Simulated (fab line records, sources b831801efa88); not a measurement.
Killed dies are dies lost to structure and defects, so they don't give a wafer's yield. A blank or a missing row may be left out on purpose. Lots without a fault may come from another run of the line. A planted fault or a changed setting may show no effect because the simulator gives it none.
Which tool did it? | flow gf180mcu | 6 lots, 18 wafers sampled, at 2 steps of a route of 602

WHAT THE GAUGES READ, wafer by wafer
GF_MVSD_OVL_MEAS_07.
lot  | measured     | on         | MVSD_OVL (nm)
L855 | day 5 03:59  | overlay-01 | -0.1 -0.4 -0.3
L865 | day 7 17:32  | overlay-01 | -0.5 -0.6 -2.0
L868 | day 8 07:17  | overlay-01 | -0.5 -1.7 -3.0
L870 | day 8 17:44  | overlay-02 | 1.6 0.5 0.5
L872 | day 9 08:41  | overlay-02 | -1.4 0.4 1.3
L875 | day 10 00:25 | overlay-02 | -0.6 -0.2 -1.6

WHICH TOOL RAN EACH LOT (tool, then ch and the chambers of the sampled wafers, then the start)
lot  | GF_MVSD_EXPOSE_04
L855 | iline_stepper-02 ch 0, day 4 21:35
L865 | iline_stepper-02 ch 0, day 7 09:34
L868 | iline_stepper-01 ch 0, day 7 22:58
L870 | iline_stepper-02 ch 0, day 8 10:10
L872 | iline_stepper-01 ch 0, day 9 00:43
L875 | iline_stepper-02 ch 0, day 9 16:20
- GF_MVSD_EXPOSE_04: exposes mask MVSD, target cd 1000 nm.

THE ANSWER, worked out from the rows above alone
Rule: what is usual is taken from the lots themselves. Put in order of their means at a reading, lots are off if they are a third of the lots or fewer, leave a main group of 4 or more, and stand apart from it by a gap of 3 or more times the standard deviation of the main group's means; of several such gaps the widest counts. A main group whose means are all the same, to the digits that the tables above print for the reading, isn't used. A lot without any number at a reading at which 4 lots or more have one is off too. The other lots that the step has rows for count as sound.
No lot is off at any reading shown: from this, nothing can be told.

WHAT THE SIMULATOR HAD PUT IN
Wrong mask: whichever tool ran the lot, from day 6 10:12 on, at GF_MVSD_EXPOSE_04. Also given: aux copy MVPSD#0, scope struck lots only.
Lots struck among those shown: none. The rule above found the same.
